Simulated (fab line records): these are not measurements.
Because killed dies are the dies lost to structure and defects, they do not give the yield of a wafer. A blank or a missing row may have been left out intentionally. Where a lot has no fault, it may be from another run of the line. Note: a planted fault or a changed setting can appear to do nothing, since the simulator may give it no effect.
fab line records	flow sfqLine
record lots=5	wafers=23
route steps=325 shown M8@313
startH: hours from the record's opening day to when the first of the lot's shown wafers began	waitH: time in hours since the lot's previous step	" the same as in the row above	L1.1+2: one row covering several wafers at once	- no value present, or no start provided	* or withheld: withheld	< > ~ a bound
route shown NAME@n: a module of which the file shows steps, and the number in the route of the first	usual: mean/standard deviation of fault-free wafers	same: alike in all rows	chamber/n: place in a boat	sites: the reading at each site	_std_site: standard deviation across them	_edge_site: inner sites' mean taken away from outer sites' mean	radiusMm: for every site, how far away it sits from the centre of the wafer	mask NAME#n: copy n	behind: the tool/chamber that last shaped the wafer	hold: why the lot went on hold/how many hours it stayed there/how the hold came to an end	device: the n, p or np transistor that did not switch	end of line: tests run on the same wafers once the route is complete	step lacking rows: just its recipe	killed: at the first sort, the dies lost to defects and structure; wafer yield is something else	map: per-die view of a wafer (x killed, . not killed, _ where there is no die)
set.NAME: the setting the step ran with; set.NAME@STEP: the setting that earlier step ran with	model.NAME: the simulator's own value behind a step, which no gauge read
lots whose settings were changed on purpose; a table a step, a row a wafer
## steps
# step SFQ_TRILAYER_M8_LITHO_COAT_193
# recipe resist=KrF	spinRpm=3000	resistThkNm=600
lot.wafer	tool	chamber	startH	waitH	set.spinRpm	model.KrF_of_TRILAYER_M8_LITHO_COAT_193.thkNm
L078.2	lithoTrack-01	0	-	-	3167	583.2
L078.3	"	0	"	"	3000	600.6
L078.4	"	0	"	"	3000	600.2
L078.5	"	0	"	"	3167	584.6
L078.6	"	0	"	"	3167	583.5
L079.1	lithoTrack-02	0	-	-	3000	600.1
L079.2	"	0	"	"	3000	599.8
L079.3	"	0	"	"	3000	600.3
L081.1	lithoTrack-03	0	-	-	3000	601.3
L081.2	"	0	"	"	2894	612.1
L081.4	"	0	"	"	3000	600.4
L081.5	"	0	"	"	2894	612.7
L081.6	"	0	"	"	2894	610.9
L083.1	lithoTrack-03	0	-	-	3000	601.6
L083.3	"	0	"	"	3000	596.9
L083.4	"	0	"	"	3000	598.2
L083.5	"	0	"	"	2810	618.1
L083.6	"	0	"	"	2810	618.5
L084.1	lithoTrack-02	0	-	-	3000	599.7
L084.2+6	"	0	"	"	3000	599.2
L084.3	"	0	"	"	2783	622.6
L084.5	"	0	"	"	2783	625
# step SFQ_TRILAYER_M8_DEP_EVAP_198
# recipe material=Pt	angularSpreadDeg=1	targetThkNm=50	timeS=250	powerW=2000
lot.wafer	tool	chamber	startH	waitH	set.timeS	model.Pt_of_TRILAYER_M8_DEP_EVAP_198.thkNm
L078.2	pvdSputter-02	-	1710.08	0.0	250	50.71
L078.3	"	-	"	"	250	50.37
L078.4	"	-	"	"	272	54.83
L078.5	"	-	"	"	272	54.56
L078.6	"	-	"	"	250	50
L079.1	pvdSputter-01	-	1717.28	0.0	250	49.67
L079.2	"	-	"	"	250	50.3
L079.3	"	-	"	"	250	49.96
L081.1	pvdSputter-01	-	1740.31	0.0	276.4	55.28
L081.2	"	-	"	"	250	50.76
L081.4	"	-	"	"	250	51.02
L081.5	"	-	"	"	276.4	56.19
L081.6	"	-	"	"	276.4	55.85
L083.1	pvdSputter-01	-	1751.11	0.0	250	50.68
L083.3	"	-	"	"	250	49.98
L083.4	"	-	"	"	250	50.56
L083.5	"	-	"	"	250	49.75
L083.6	"	-	"	"	250	50.34
L084.1+6	pvdSputter-02	-	1754.71	0.0	250	50.41
L084.2	"	-	"	"	250	50.1
L084.3	"	-	"	"	250	50.25
L084.5	"	-	"	"	250	50.15
## key
split step=SFQ_TRILAYER_M8_LITHO_COAT_193	setting=spinRpm	stated=3000	by=wafer
response step=SFQ_TRILAYER_M8_LITHO_COAT_193	reading=model.KrF_of_TRILAYER_M8_LITHO_COAT_193.thkNm	change=-3.17	per=1%	r=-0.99
split step=SFQ_TRILAYER_M8_DEP_EVAP_198	setting=timeS	stated=250	by=wafer
response step=SFQ_TRILAYER_M8_DEP_EVAP_198	reading=model.Pt_of_TRILAYER_M8_DEP_EVAP_198.thkNm	change=+0.475	per=1%	r=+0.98
